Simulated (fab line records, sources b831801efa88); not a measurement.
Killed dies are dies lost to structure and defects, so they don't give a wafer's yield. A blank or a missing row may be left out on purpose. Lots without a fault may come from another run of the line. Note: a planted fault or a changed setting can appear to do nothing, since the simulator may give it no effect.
fab line records	flow sky130	part 1 of 2: steps 1 to 32 of 42
record: lots: 5	wafers: 15	lastDay: 50
route steps=708 shown VT_ADJUST_NCORE@130 VT_ADJUST_HVTR@131 VT_ADJUST_PCH@143 SONOS_TUNNEL@154 SONOS_ONO@168
lots that met no fault: from a run of the same line without faults
startH: the number of hours between the record's first day and the start of the first shown wafer of the lot	waitH: hours since the lot's step before	" repeats the value in the row above	L1.1+2: one row covering several wafers at once	- no value, or no start given	* or withheld: withheld	< > ~ a bound
route shown NAME@n: a module of which the file shows steps, and the number in the route of the first	usual: mean and standard deviation over wafers with no fault	same: alike in all rows	chamber/n: place in a boat	sites: each site's reading	_std_site: standard deviation across them	_edge_site: the outer-site mean with the inner-site mean subtracted	radiusMm: for every site, how far away it sits from the centre of the wafer	mask NAME#n: copy n	behind: tool/chamber where the wafer was last shaped	hold: what put the lot on hold/how long, in hours/how the hold closed	device: whichever transistor did not switch (one of n, p or np)	end of line: tests of these same wafers at the route's end	where a step has no rows: the recipe by itself	killed: not the wafer's yield, but the dies lost to structure and defects at the first sort	map: dies across one wafer; x = killed, . = not, _ = none there
set.NAME: the setting the step ran with; set.NAME@STEP: the setting that earlier step ran with	model.NAME: the simulator's own value behind a step, which no gauge read
lots seen at some steps along the route; tables by step, rows by wafer
services: from which hour (startH, from the record's first day; less than 0 if before it) a tool's chamber was out of use, for how many hours, and why
== steps ==
step: SKY_VT_ADJUST_NCORE_TW_MEAS_11
usual: VT_ADJUST_NCORE_TW: 218.5/2.5
lot.wafer	tool	chamber	startH	waitH	VT_ADJUST_NCORE_TW
L075.1	filmMetro-01	-	191.47	0.1	219.9
L075.2	"	-	"	"	219.3
L075.4	"	-	"	"	218.7
L078.2	filmMetro-02	-	211.97	0.1	216.4
L078.4	"	-	"	"	216.8
L078.5	"	-	"	"	217.0
L079.1	filmMetro-02	-	215.99	0.1	217.5
L079.2	"	-	"	"	218.6
L079.6	"	-	"	"	217.8
L080.2	filmMetro-02	-	221.55	0.1	217.6
L080.4	"	-	"	"	217.2
L080.6	"	-	"	"	218.5
L096.3	filmMetro-03	-	342.46	0.1	215.9
L096.4	"	-	"	"	215.5
L096.6	"	-	"	"	215.6
step: SKY_VT_ADJUST_HVTR_DEHYDRATE_00
recipe: tempC: 200	timeS: 60
lot.wafer	tool	chamber	startH	waitH
L075.1+2+4	lithoTrack-02	0	201.28	9.8
L078.2+4+5	lithoTrack-01	0	222.75	10.8
L079.1+2+6	lithoTrack-02	0	227.18	11.2
L080.2+4+6	lithoTrack-04	0	232.18	10.6
L096.3+4+6	lithoTrack-04	0	355.70	13.2
step: SKY_VT_ADJUST_HVTR_HMDS_01
recipe: primeTimeS: 60	primeTempC: 120
lot.wafer	tool	chamber	startH	waitH
L075.1+2+4	lithoTrack-02	0	201.43	0.1
L078.2+4+5	lithoTrack-01	0	222.90	0.1
L079.1+2+6	lithoTrack-02	0	227.33	0.1
L080.2+4+6	lithoTrack-04	0	232.33	0.1
L096.3+4+6	lithoTrack-04	0	355.85	0.1
step: SKY_VT_ADJUST_HVTR_COAT_02
recipe: resist: NOVOLAK	spinRpm: 3000	resistThkNm: 1140
usual: spinSpeedRpm: 3000.0/2.1
lot.wafer	tool	chamber	startH	waitH	spinSpeedRpm
L075.1	lithoTrack-02	0	201.58	0.1	2996.7
L075.2	"	0	"	"	2999.2
L075.4	"	0	"	"	3000.9
L078.2	lithoTrack-01	0	223.05	0.1	3006.0
L078.4	"	0	"	"	3003.5
L078.5	"	0	"	"	3002.6
L079.1	lithoTrack-02	0	227.48	0.1	3000.2
L079.2	"	0	"	"	2998.1
L079.6	"	0	"	"	3001.7
L080.2	lithoTrack-04	0	232.48	0.1	2998.5
L080.4	"	0	"	"	2998.1
L080.6	"	0	"	"	2998.5
L096.3	lithoTrack-04	0	356.00	0.1	2998.7
L096.4	"	0	"	"	3000.2
L096.6	"	0	"	"	2999.0
step: SKY_VT_ADJUST_HVTR_SOFTBAKE_03
recipe: tempC: 90	timeS: 60	resist: NOVOLAK
lot.wafer	tool	chamber	startH	waitH
L075.1+2+4	lithoTrack-02	0	201.73	0.1
L078.2+4+5	lithoTrack-01	0	223.20	0.1
L079.1+2+6	lithoTrack-02	0	227.63	0.1
L080.2+4+6	lithoTrack-04	0	232.63	0.1
L096.3+4+6	lithoTrack-04	0	356.15	0.1
step: SKY_VT_ADJUST_HVTR_EXPOSE_04
recipe: maskId: HVTRM	targetCdNm: 380	na: 0.6	sourceShape: conventional	sigmaOuter: 0.6	doseMj: 150
lot.wafer	tool	chamber	startH	waitH	mask
L075.1+2+4	ilineStepper-01	0	-	-	HVTRM#0
L078.2+4+5	ilineStepper-01	0	-	-	HVTRM#0
L079.1+2+6	ilineStepper-01	0	-	-	HVTRM#0
L080.2+4+6	ilineStepper-02	0	-	-	HVTRM#0
L096.3+4+6	ilineStepper-01	0	-	-	HVTRM#0
step: SKY_VT_ADJUST_HVTR_PEB_05
recipe: tempC: withheld	timeS: *	resist: NOVOLAK
lot.wafer	tool	chamber	startH	waitH
L075.1+2+4	lithoTrack-02	0	-	-
L078.2+4+5	lithoTrack-01	0	-	-
L079.1+2+6	lithoTrack-01	0	-	-
L080.2+4+6	lithoTrack-01	0	-	-
L096.3+4+6	lithoTrack-01	0	-	-
step: SKY_VT_ADJUST_HVTR_DEVELOP_06
recipe: developTimeS: 59.11	devTempC: 23
usual: developerTempC: 22.98/0.094
lot.wafer	tool	chamber	startH	waitH	developerTempC
L075.1	lithoTrack-02	0	212.08	0.1	23.01
L075.2	"	0	"	"	23.01
L075.4	"	0	"	"	23.04
L078.2	lithoTrack-01	0	234.20	0.1	22.98
L078.4	"	0	"	"	22.95
L078.5	"	0	"	"	23.00
L079.1	lithoTrack-01	0	238.57	0.1	23.01
L079.2	"	0	"	"	23.13
L079.6	"	0	"	"	23.14
L080.2	lithoTrack-01	0	243.25	0.1	22.89
L080.4	"	0	"	"	22.91
L080.6	"	0	"	"	22.92
L096.3	lithoTrack-01	0	369.47	0.1	22.96
L096.4	"	0	"	"	22.94
L096.6	"	0	"	"	23.01
step: SKY_VT_ADJUST_HVTR_CD_MEAS_07
recipe: targetCdNm: 380
usual: cdNm: 379.3/2.5
lot.wafer	tool	chamber	startH	waitH	cdNm
L075.1	cdSem-02	-	212.23	0.1	383.7
L075.2	"	-	"	"	382.5
L075.4	"	-	"	"	384.4
L078.2	cdSem-01	-	234.34	0.1	374.4
L078.4	"	-	"	"	377.0
L078.5	"	-	"	"	375.7
L079.1	cdSem-02	-	238.72	0.1	381.8
L079.2	"	-	"	"	380.3
L079.6	"	-	"	"	381.8
L080.2	cdSem-02	-	243.39	0.1	383.1
L080.4	"	-	"	"	384.4
L080.6	"	-	"	"	384.2
L096.3	cdSem-01	-	369.61	0.1	378.5
L096.4	"	-	"	"	377.2
L096.6	"	-	"	"	375.7
step: SKY_VT_ADJUST_HVTR_OVL_MEAS_08
usual: VT_ADJUST_HVTR_OVL: 0.6/1.6
lot.wafer	tool	chamber	startH	waitH	VT_ADJUST_HVTR_OVL[nm]
L075.1	overlay-02	-	212.35	0.1	0.4
L075.2	"	-	"	"	0.1
L075.4	"	-	"	"	0.5
L078.2	overlay-02	-	234.45	0.1	0.6
L078.4	"	-	"	"	1.6
L078.5	"	-	"	"	2.4
L079.1	overlay-01	-	238.84	0.1	-0.3
L079.2	"	-	"	"	-0.1
L079.6	"	-	"	"	0.6
L080.2	overlay-01	-	243.50	0.1	0.6
L080.4	"	-	"	"	0.8
L080.6	"	-	"	"	-0.4
L096.3	overlay-02	-	369.71	0.1	0.2
L096.4	"	-	"	"	0.4
L096.6	"	-	"	"	1.0
step: SKY_VT_ADJUST_HVTR_IMPLANT_09
recipe: species: B	energyKev: 10	doseCm2: 2.1e+12	tiltDeg: withheld
usual: doseIonsCm2: 2.1001e+12/2.4e+09
same: implantIonAmu: 11
lot.wafer	tool	chamber	startH	waitH	doseIonsCm2
L075.1	implanter-01	0	212.39	0.0	2.1022e+12
L075.2	"	0	"	"	2.102e+12
L075.4	"	0	"	"	2.0994e+12
L078.2	implanter-02	0	234.51	0.0	2.1006e+12
L078.4	"	0	"	"	2.1031e+12
L078.5	"	0	"	"	2.103e+12
L079.1	implanter-03	0	238.88	0.0	2.0967e+12
L079.2	"	0	"	"	2.098e+12
L079.6	"	0	"	"	2.098e+12
L080.2	implanter-03	0	243.56	0.0	2.0963e+12
L080.4	"	0	"	"	2.0989e+12
L080.6	"	0	"	"	2.1012e+12
L096.3	implanter-02	0	369.79	0.1	2.0981e+12
L096.4	"	0	"	"	2.0983e+12
L096.6	"	0	"	"	2.1e+12
step: SKY_VT_ADJUST_HVTR_STRIP_10
recipe: chemistry: O2/N2	powerW: 1400	pressureMtorr: 1500	platenTempC: withheld	o2FlowSccm: 3000	n2FlowSccm: 300	overashFraction: 0.5
usual: drypumpMotorCurrentA: 5.7/0.37	oesProductAu: 0.715/0.0045	stripTimeToEndpointS: 14.19/0.043
lot.wafer	tool	chamber	startH	waitH	drypumpMotorCurrentA	oesProductAu	rfHoursCounterH	stripTimeToEndpointS
L075.1	plasmaAsher-02	1	212.54	0.1	5.4	0.716	52	14.24
L075.2	"	0	"	"	5.3	0.721	52	14.17
L075.4	"	0	"	"	5.3	0.718	-	14.21
L078.2	plasmaAsher-04	0	234.63	0.1	5.7	0.716	55	14.11
L078.4	"	1	"	"	6.1	0.720	-	14.11
L078.5	"	1	"	"	6.1	0.715	-	14.08
L079.1	plasmaAsher-02	0	239.03	0.1	5.3	0.711	55	14.21
L079.2	"	1	"	"	5.4	0.713	55	14.18
L079.6	"	1	"	"	5.4	0.710	-	14.22
L080.2	plasmaAsher-04	0	243.68	0.1	5.6	0.718	56	14.18
L080.4	"	0	"	"	5.7	0.708	-	14.18
L080.6	"	1	"	"	6.1	0.707	-	14.17
L096.3	plasmaAsher-01	0	369.92	0.1	5.4	0.714	-	14.19
L096.4	"	1	"	"	6.3	0.724	-	14.26
L096.6	"	0	"	"	5.5	0.720	-	14.19
step: SKY_VT_ADJUST_HVTR_TW_MEAS_11
usual: VT_ADJUST_HVTR_TW: 209.8/1.5
lot.wafer	tool	chamber	startH	waitH	VT_ADJUST_HVTR_TW
L075.1	filmMetro-04	-	212.64	0.1	210.6
L075.2	"	-	"	"	209.8
L075.4	"	-	"	"	209.4
L078.2	filmMetro-02	-	234.74	0.1	210.4
L078.4	"	-	"	"	210.7
L078.5	"	-	"	"	211.6
L079.1	filmMetro-02	-	239.13	0.1	211.1
L079.2	"	-	"	"	211.6
L079.6	"	-	"	"	211.4
L080.2	filmMetro-03	-	243.79	0.1	208.8
L080.4	"	-	"	"	209.6
L080.6	"	-	"	"	210.3
L096.3	filmMetro-03	-	370.01	0.1	207.4
L096.4	"	-	"	"	207.8
L096.6	"	-	"	"	207.4
step: SKY_VT_ADJUST_PCH_DEHYDRATE_00
recipe: tempC: 200	timeS: 60
lot.wafer	tool	chamber	startH	waitH
L075.1+2+4	lithoTrack-01	0	223.32	10.7
L078.2+4+5	lithoTrack-03	0	245.29	10.5
L079.1+2+6	lithoTrack-04	0	250.00	10.9
L080.2+4+6	lithoTrack-03	0	255.04	11.2
L096.3+4+6	lithoTrack-03	0	384.37	14.3
step: SKY_VT_ADJUST_PCH_HMDS_01
recipe: primeTimeS: 60	primeTempC: 120
lot.wafer	tool	chamber	startH	waitH
L075.1+2+4	lithoTrack-01	0	223.47	0.1
L078.2+4+5	lithoTrack-03	0	245.44	0.1
L079.1+2+6	lithoTrack-04	0	250.15	0.1
L080.2+4+6	lithoTrack-03	0	255.19	0.1
L096.3+4+6	lithoTrack-03	0	384.52	0.1
step: SKY_VT_ADJUST_PCH_COAT_02
recipe: spinRpm: 2000	resistThkNm: 3000
usual: spinSpeedRpm: 1999.8/1.5
lot.wafer	tool	chamber	startH	waitH	spinSpeedRpm
L075.1	lithoTrack-01	0	223.62	0.1	2002.1
L075.2	"	0	"	"	1998.3
L075.4	"	0	"	"	2001.8
L078.2	lithoTrack-03	0	245.59	0.1	1999.8
L078.4	"	0	"	"	1998.9
L078.5	"	0	"	"	2000.5
L079.1	lithoTrack-04	0	250.30	0.1	2002.6
L079.2	"	0	"	"	1999.7
L079.6	"	0	"	"	2001.4
L080.2	lithoTrack-03	0	255.34	0.1	2000.9
L080.4	"	0	"	"	1997.4
L080.6	"	0	"	"	2000.3
L096.3	lithoTrack-03	0	384.67	0.1	1999.9
L096.4	"	0	"	"	1998.4
L096.6	"	0	"	"	2000.3
step: SKY_VT_ADJUST_PCH_SOFTBAKE_03
recipe: tempC: 110	timeS: withheld
lot.wafer	tool	chamber	startH	waitH
L075.1+2+4	lithoTrack-01	0	223.77	0.1
L078.2+4+5	lithoTrack-03	0	245.75	0.1
L079.1+2+6	lithoTrack-04	0	250.45	0.1
L080.2+4+6	lithoTrack-03	0	255.50	0.1
L096.3+4+6	lithoTrack-03	0	384.83	0.1
step: SKY_VT_ADJUST_PCH_EXPOSE_04
recipe: maskId: NWM	na: 0.6	sourceShape: conventional	sigmaOuter: 0.6	polarization: unpolarized	targetCdNm: 840	doseMj: 255
lot.wafer	tool	chamber	startH	waitH	mask
L075.1+2+4	ilineStepper-01	0	-	-	NWM#0
L078.2+4+5	ilineStepper-02	0	-	-	NWM#0
L079.1+2+6	ilineStepper-02	0	-	-	NWM#0
L080.2+4+6	ilineStepper-01	0	-	-	NWM#0
L096.3+4+6	ilineStepper-02	0	-	-	NWM#0
step: SKY_VT_ADJUST_PCH_PEB_05
recipe: tempC: 115	timeS: withheld
lot.wafer	tool	chamber	startH	waitH
L075.1+2+4	lithoTrack-04	0	-	-
L078.2+4+5	lithoTrack-03	0	-	-
L079.1+2+6	lithoTrack-01	0	-	-
L080.2+4+6	lithoTrack-03	0	-	-
L096.3+4+6	lithoTrack-04	0	-	-
step: SKY_VT_ADJUST_PCH_DEVELOP_06
recipe: wallAngleDeg: 90	developer: TMAH	developTimeS: 60	devTempC: 23
usual: developerTempC: 23.01/0.099
lot.wafer	tool	chamber	startH	waitH	developerTempC
L075.1	lithoTrack-04	0	-	-	23.10
L075.2	"	0	"	"	22.93
L075.4	"	0	"	"	23.05
L078.2	lithoTrack-03	0	-	-	23.03
L078.4	"	0	"	"	23.04
L078.5	"	0	"	"	23.08
L079.1	lithoTrack-01	0	-	-	22.97
L079.2	"	0	"	"	22.98
L079.6	"	0	"	"	22.96
L080.2	lithoTrack-03	0	-	-	22.87
L080.4	"	0	"	"	23.02
L080.6	"	0	"	"	22.97
L096.3	lithoTrack-04	0	-	-	23.13
L096.4	"	0	"	"	23.05
L096.6	"	0	"	"	23.15
step: SKY_VT_ADJUST_PCH_OVL_MEAS_07
usual: VT_ADJUST_PCH_OVL: -0.6/1.3
lot.wafer	tool	chamber	startH	waitH	VT_ADJUST_PCH_OVL[nm]
L075.1	overlay-02	-	235.35	-	0.5
L075.2	"	-	"	"	-0.6
L075.4	"	-	"	"	1.1
L078.2	overlay-02	-	257.32	-	-2.0
L078.4	"	-	"	"	-1.0
L078.5	"	-	"	"	-1.9
L079.1	overlay-02	-	262.07	-	-1.0
L079.2	"	-	"	"	-1.6
L079.6	"	-	"	"	-0.7
L080.2	overlay-01	-	267.47	-	-0.3
L080.4	"	-	"	"	-1.3
L080.6	"	-	"	"	-1.2
L096.3	overlay-02	-	399.06	-	-0.8
L096.4	"	-	"	"	-1.7
L096.6	"	-	"	"	-1.6
step: SKY_VT_ADJUST_PCH_IMPLANT_08
recipe: species: B	energyKev: 10	doseCm2: 5e+11	tiltDeg: withheld
usual: doseIonsCm2: 5.001e+11/6.5e+08
same: implantIonAmu: 11
lot.wafer	tool	chamber	startH	waitH	doseIonsCm2
L075.1	implanter-01	0	235.39	0.0	4.998e+11
L075.2	"	0	"	"	4.998e+11
L075.4	"	0	"	"	5.002e+11
L078.2	implanter-01	0	257.38	0.0	5.004e+11
L078.4	"	0	"	"	5.004e+11
L078.5	"	0	"	"	5e+11
L079.1	implanter-02	0	262.11	0.0	5.002e+11
L079.2	"	0	"	"	4.998e+11
L079.6	"	0	"	"	4.994e+11
L080.2	implanter-01	0	267.53	0.0	4.993e+11
L080.4	"	0	"	"	5.003e+11
L080.6	"	0	"	"	5.001e+11
L096.3	implanter-02	0	399.14	0.1	5.006e+11
L096.4	"	0	"	"	5.009e+11
L096.6	"	0	"	"	5.009e+11
step: SKY_VT_ADJUST_PCH_STRIP_09
recipe: chemistry: O2/N2	powerW: 1400	pressureMtorr: 1500	platenTempC: withheld	o2FlowSccm: 3000	n2FlowSccm: 300	overashFraction: 0.5
usual: drypumpMotorCurrentA: 5.6/0.37	oesProductAu: 0.723/0.0046	stripTimeToEndpointS: 36.89/0.093
lot.wafer	tool	chamber	startH	waitH	drypumpMotorCurrentA	oesProductAu	rfHoursCounterH	stripTimeToEndpointS
L075.1	plasmaAsher-01	1	235.54	0.1	6.2	0.714	45	36.84
L075.2	"	0	"	"	5.5	0.730	45	36.80
L075.4	"	1	"	"	6.2	0.717	-	36.92
L078.2	plasmaAsher-03	1	257.50	0.1	5.3	0.724	11	36.94
L078.4	"	1	"	"	5.3	0.720	-	36.83
L078.5	"	1	"	"	5.3	0.729	-	36.79
L079.1	plasmaAsher-03	0	262.26	0.1	5.9	0.719	11	36.95
L079.2	"	1	"	"	5.2	0.726	11	36.90
L079.6	"	1	"	"	5.2	0.724	-	36.99
L080.2	plasmaAsher-01	1	267.65	0.1	6.2	0.723	48	36.75
L080.4	"	1	"	"	6.2	0.722	-	36.90
L080.6	"	1	"	"	6.2	0.715	-	37.03
L096.3	plasmaAsher-01	1	399.27	0.1	6.3	0.722	-	36.92
L096.4	"	0	"	"	5.4	0.725	-	37.00
L096.6	"	1	"	"	6.2	0.709	-	36.98
step: SKY_VT_ADJUST_PCH_TW_MEAS_10
usual: VT_ADJUST_PCH_TW: 142.6/1.6
lot.wafer	tool	chamber	startH	waitH	VT_ADJUST_PCH_TW
L075.1	filmMetro-03	-	235.64	0.1	141.9
L075.2	"	-	"	"	141.9
L075.4	"	-	"	"	142.1
L078.2	filmMetro-01	-	257.61	0.1	143.9
L078.4	"	-	"	"	144.0
L078.5	"	-	"	"	143.8
L079.1	filmMetro-01	-	262.36	0.1	144.1
L079.2	"	-	"	"	143.5
L079.6	"	-	"	"	144.0
L080.2	filmMetro-04	-	267.76	0.1	141.9
L080.4	"	-	"	"	141.4
L080.6	"	-	"	"	142.5
L096.3	filmMetro-01	-	399.36	0.1	143.9
L096.4	"	-	"	"	143.4
L096.6	"	-	"	"	143.7
step: SKY_SONOS_TUNNEL_DEHYDRATE_00
recipe: tempC: 200	timeS: 60
lot.wafer	tool	chamber	startH	waitH
L075.1+2+4	lithoTrack-01	0	245.97	10.3
L078.2+4+5	lithoTrack-03	0	269.04	11.4
L079.1+2+6	lithoTrack-02	0	274.13	11.8
L080.2+4+6	lithoTrack-02	0	279.81	12.0
L096.3+4+6	lithoTrack-02	0	413.28	13.9
step: SKY_SONOS_TUNNEL_HMDS_01
recipe: primeTimeS: 60	primeTempC: 120
lot.wafer	tool	chamber	startH	waitH
L075.1+2+4	lithoTrack-01	0	246.12	0.1
L078.2+4+5	lithoTrack-03	0	269.19	0.1
L079.1+2+6	lithoTrack-02	0	274.28	0.1
L080.2+4+6	lithoTrack-02	0	279.96	0.1
L096.3+4+6	lithoTrack-02	0	413.43	0.1
step: SKY_SONOS_TUNNEL_COAT_02
recipe: resist: NOVOLAK	spinRpm: 3000	resistThkNm: 1140
usual: spinSpeedRpm: 2999.6/2
lot.wafer	tool	chamber	startH	waitH	spinSpeedRpm
L075.1	lithoTrack-01	0	246.27	0.1	3000.0
L075.2	"	0	"	"	2999.5
L075.4	"	0	"	"	3001.3
L078.2	lithoTrack-03	0	269.34	0.1	3000.2
L078.4	"	0	"	"	2997.9
L078.5	"	0	"	"	3000.0
L079.1	lithoTrack-02	0	274.43	0.1	2997.1
L079.2	"	0	"	"	2998.9
L079.6	"	0	"	"	2999.2
L080.2	lithoTrack-02	0	280.11	0.1	2998.5
L080.4	"	0	"	"	2997.5
L080.6	"	0	"	"	3000.3
L096.3	lithoTrack-02	0	413.58	0.1	2997.9
L096.4	"	0	"	"	3001.5
L096.6	"	0	"	"	2999.6
step: SKY_SONOS_TUNNEL_SOFTBAKE_03
recipe: tempC: 90	timeS: 60	resist: NOVOLAK
lot.wafer	tool	chamber	startH	waitH
L075.1+2+4	lithoTrack-01	0	246.42	0.1
L078.2+4+5	lithoTrack-03	0	269.49	0.1
L079.1+2+6	lithoTrack-02	0	274.58	0.1
L080.2+4+6	lithoTrack-02	0	280.26	0.1
L096.3+4+6	lithoTrack-02	0	413.73	0.1
step: SKY_SONOS_TUNNEL_EXPOSE_04
recipe: maskId: TUNM	na: 0.6	sourceShape: conventional	sigmaOuter: 0.6	polarization: unpolarized	targetCdNm: 410	doseMj: 136
lot.wafer	tool	chamber	startH	waitH	mask
L075.1+2+4	ilineStepper-02	0	-	-	TUNM#0
L078.2+4+5	ilineStepper-02	0	-	-	TUNM#0
L079.1+2+6	ilineStepper-02	0	-	-	TUNM#0
L080.2+4+6	ilineStepper-02	0	-	-	TUNM#0
L096.3+4+6	ilineStepper-01	0	-	-	TUNM#0
step: SKY_SONOS_TUNNEL_PEB_05
recipe: tempC: withheld	timeS: *	resist: NOVOLAK
lot.wafer	tool	chamber	startH	waitH
L075.1+2+4	lithoTrack-01	0	-	-
L078.2+4+5	lithoTrack-02	0	-	-
L079.1+2+6	lithoTrack-03	0	-	-
L080.2+4+6	lithoTrack-01	0	-	-
L096.3+4+6	lithoTrack-02	0	-	-
step: SKY_SONOS_TUNNEL_DEVELOP_06
recipe: resist: NOVOLAK	developer: TMAH	developTimeS: 60	devTempC: 23
usual: developerTempC: 23.00/0.098
lot.wafer	tool	chamber	startH	waitH	developerTempC
L075.1	lithoTrack-01	0	257.92	0.1	23.07
L075.2	"	0	"	"	23.02
L075.4	"	0	"	"	22.99
L078.2	lithoTrack-02	0	281.51	0.1	22.94
L078.4	"	0	"	"	22.90
L078.5	"	0	"	"	22.99
L079.1	lithoTrack-03	0	286.12	0.1	23.10
L079.2	"	0	"	"	23.06
L079.6	"	0	"	"	23.15
L080.2	lithoTrack-01	0	292.20	0.1	23.11
L080.4	"	0	"	"	23.16
L080.6	"	0	"	"	23.11
L096.3	lithoTrack-02	0	428.53	0.1	22.89
L096.4	"	0	"	"	23.04
L096.6	"	0	"	"	22.92
step: SKY_SONOS_TUNNEL_CD_MEAS_07
recipe: targetCdNm: 410
usual: cdNm: 409.4/2.1
lot.wafer	tool	chamber	startH	waitH	cdNm
L075.1	cdSem-02	-	258.07	0.1	408.2
L075.2	"	-	"	"	409.2
L075.4	"	-	"	"	405.5
L078.2	cdSem-02	-	281.65	0.1	410.3
L078.4	"	-	"	"	409.5
L078.5	"	-	"	"	409.3
L079.1	cdSem-02	-	286.27	0.1	408.7
L079.2	"	-	"	"	409.0
L079.6	"	-	"	"	407.1
L080.2	cdSem-02	-	292.34	0.1	405.8
L080.4	"	-	"	"	408.8
L080.6	"	-	"	"	406.5
L096.3	cdSem-01	-	428.67	0.1	408.6
L096.4	"	-	"	"	407.7
L096.6	"	-	"	"	409.6
